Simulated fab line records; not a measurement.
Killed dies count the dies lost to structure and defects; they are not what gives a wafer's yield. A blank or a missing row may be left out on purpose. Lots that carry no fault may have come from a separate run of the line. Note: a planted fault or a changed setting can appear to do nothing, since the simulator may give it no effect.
The tool behind it: which one? | flow gf180mcu | Sampling: 13 lots, 39 wafers, 4 of 602 route steps

WHAT THE GAUGES SHOWED, per wafer
GF_V1_RS_MEAS_24: a four-point-probe measurement. Usual: V1_W_RS 0.327 ohm/sq, standard deviation 0.0036.
lot  | measured     | on            | V1_W_RS (ohm/sq)  | flag
L258 | day 18 14:06 | film_metro-03 | 0.331 0.331 0.325 |
L263 | day 20 12:31 | film_metro-03 | 0.321 0.324 0.325 |
L264 | day 20 22:05 | film_metro-01 | 0.330 0.333 0.329 |
L265 | day 21 09:38 | film_metro-02 | 0.324 0.330 0.324 |
L268 | day 22 08:50 | film_metro-03 | 0.326 0.325 0.327 |
L270 | day 23 02:29 | film_metro-03 | 0.328 0.329 0.331 |
L271 | day 23 10:31 | film_metro-01 | 0.325 0.322 0.321 |
L272 | day 23 19:13 | film_metro-03 | 0.324 0.327 0.321 |
L273 | day 24 00:30 | film_metro-02 | 0.335 0.334 0.332 |
L275 | day 24 15:30 | film_metro-03 | 0.325 0.325 0.330 |
L277 | day 25 02:28 | film_metro-01 | 0.334 0.327 0.333 |
L279 | day 25 21:17 | film_metro-01 | 0.328 0.330 0.331 |
L280 | day 26 07:39 | film_metro-02 | 0.326 0.323 0.322 |

GF_V2_CD_MEAS_14 targets a cd of 260 nm. Usual: cd_nm at 260.1 nm, with a standard deviation of 1.1.
lot  | measured     | on        | cd_nm (nm)        | flag
L258 | day 20 17:22 | cd_sem-01 | 261.0 261.5 261.5 |
L263 | day 22 13:59 | cd_sem-02 | 261.5 261.3 260.1 |
L264 | day 22 23:49 | cd_sem-02 | 261.5 261.5 260.9 |
L265 | day 23 09:54 | cd_sem-02 | 259.5 260.2 260.1 |
L268 | day 24 07:46 | cd_sem-02 | 258.9 259.7 258.4 |
L270 | day 24 22:49 | cd_sem-02 | 261.0 260.4 259.9 |
L271 | day 25 08:25 | cd_sem-01 | 261.2 261.8 260.2 |
L272 | day 25 17:38 | cd_sem-01 | 260.4 260.4 260.9 |
L273 | day 25 18:31 | cd_sem-02 | 258.1 259.4 258.2 |
L275 | day 26 11:50 | cd_sem-02 | 259.4 258.8 258.6 |
L277 | day 26 22:44 | cd_sem-02 | 260.3 261.0 260.9 |
L279 | day 27 16:22 | cd_sem-01 | 260.9 260.8 261.2 |
L280 | day 28 00:53 | cd_sem-01 | 259.8 259.5 260.2 |

WHAT TOOL EACH LOT RAN ON (gives the tool, then ch and the chambers of the sampled wafers, and finally the start)
lot  | GF_V2_CVD_02                    | GF_V2_CMP_04
L258 | pecvd-01 ch 1,2, day 19 16:10   | cmp-01 ch 0,1,3, day 19 16:23
L263 | pecvd-03 ch 0,1, day 21 14:00   | cmp-01 ch 1,2, day 21 14:29
L264 | pecvd-03 ch 0,1, day 21 23:42   | cmp-02 ch 1,2,3, day 21 23:53
L265 | pecvd-03 ch 0,1,2, day 22 11:01 | cmp-02 ch 1,3, day 22 11:11
L268 | pecvd-03 ch 0,1,2, day 23 09:43 | cmp-01 ch 0,1,2, day 23 09:51
L270 | pecvd-02 ch 1,2, day 24 03:02   | cmp-02 ch 2,3, day 24 03:10
L271 | pecvd-01 ch 0,1, day 24 11:09   | cmp-01 ch 1,3, day 24 11:20
L272 | pecvd-02 ch 0,1,2, day 24 19:45 | cmp-02 ch 1,2, day 24 19:53
L273 | pecvd-02 ch 0,1, day 24 21:27   | cmp-01 ch 0,2,3, day 24 21:37
L275 | pecvd-02 ch 1, day 25 14:10     | cmp-01 ch 0,1,2, day 25 14:26
L277 | pecvd-02 ch 1,2, day 26 01:22   | cmp-02 ch 0,1,3, day 26 01:33
L279 | pecvd-02 ch 0,1, day 26 19:34   | cmp-02 ch 2,3, day 26 19:44
L280 | pecvd-02 ch 0,1,2, day 27 05:14 | cmp-02 ch 1,2,3, day 27 05:28
- GF_V2_CVD_02: deposits SiO2 from TEOS, target thk 850 nm, time 94.851 s.
- GF_V2_CMP_04: polishes SiO2.

WHAT THE TOOLS THEMSELVES READ (means of the sampled wafers that have a number; where no wafer has one, the mark that the record gives instead)
GF_V2_CVD_02. Usual: heater_power_w 685 W, standard deviation 92; rf_fwd_power_W 596.2 W, standard deviation 1.9; susceptor_temp_C 400.00 C, standard deviation 0.21.
lot  | tool     | heater_power_w (W) | rf_fwd_power_W (W) | susceptor_temp_C (C) | flag
L258 | pecvd-01 | 680                | 595.0              | 400.24               |
L263 | pecvd-03 | 774                | 596.1              | 399.98               |
L264 | pecvd-03 | 764                | 595.9              | 399.98               |
L265 | pecvd-03 | 741                | 595.2              | 399.99               |
L268 | pecvd-03 | 746                | 597.8              | 400.04               |
L270 | pecvd-02 | 631                | 599.3              | 399.96               |
L271 | pecvd-01 | 605                | 595.5              | 400.02               |
L272 | pecvd-02 | 630                | 597.0              | 399.98               |
L273 | pecvd-02 | 666                | 595.9              | 400.03               |
L275 | pecvd-02 | 646                | 595.6              | 399.94               |
L277 | pecvd-02 | 609                | 597.0              | 399.95               |
L279 | pecvd-02 | 674                | 595.2              | 399.99               |
L280 | pecvd-02 | 677                | 595.5              | 400.07               |

GF_V2_CMP_04. Usual: edge_zone_pressure_frac 1.000, standard deviation 0.005; head_pressure_psi 4.001 psi, standard deviation 0.0093; motor_current_A 12.7 A, standard deviation 1.1; time_to_endpoint_s 81 s, standard deviation 5.8.
lot  | tool   | edge_zone_pressure_frac | head_pressure_psi (psi) | motor_current_A (A) | time_to_endpoint_s (s) | flag
L258 | cmp-01 | 1.002                   | 4.008                   | 12.1                | 85                     |
L263 | cmp-01 | -                       | -                       | -                   | -                      | OFF
L264 | cmp-02 | -                       | -                       | -                   | -                      | OFF
L265 | cmp-02 | -                       | -                       | -                   | -                      | OFF
L268 | cmp-01 | 1.003                   | 3.992                   | 12.2                | 72                     |
L270 | cmp-02 | 0.995                   | 4.005                   | 13.5                | 90                     |
L271 | cmp-01 | 1.000                   | 3.999                   | 11.9                | 80                     |
L272 | cmp-02 | 0.999                   | 3.998                   | 13.6                | 96                     |
L273 | cmp-01 | 0.999                   | 3.992                   | 12.4                | 80                     |
L275 | cmp-01 | 1.004                   | 4.002                   | 11.8                | 79                     |
L277 | cmp-02 | 0.994                   | 4.005                   | 12.8                | 79                     |
L279 | cmp-02 | 1.002                   | 4.000                   | 13.2                | 85                     |
L280 | cmp-02 | 1.002                   | 3.993                   | 13.5                | 83                     |

THE ANSWER, worked out from the rows above alone
Rule: take the mean of a lot's wafers that have a number; if it is more than 3 standard deviations from the usual mean, the lot is off. A lot without any number at a reading at which 4 lots or more have one is off too. The other lots that the step has rows for count as sound. Order of review: gauges by route order, followed by the tools' own readings, for which a lot's mean as printed above is used. At the first step where some lot is off, the reading lying furthest off is the one used; lots without a number count as furthest.
Off: L263, L264, L265, at GF_V2_CMP_04 (edge_zone_pressure_frac). Without a number there: L263, L264, L265.
If a tool, at that step or one of the process steps before it, ran each lot that is off and ran no sound lot following the first of them, it fits. No candidate that was tried fits.

WHAT WAS PUT IN BY THE SIMULATOR
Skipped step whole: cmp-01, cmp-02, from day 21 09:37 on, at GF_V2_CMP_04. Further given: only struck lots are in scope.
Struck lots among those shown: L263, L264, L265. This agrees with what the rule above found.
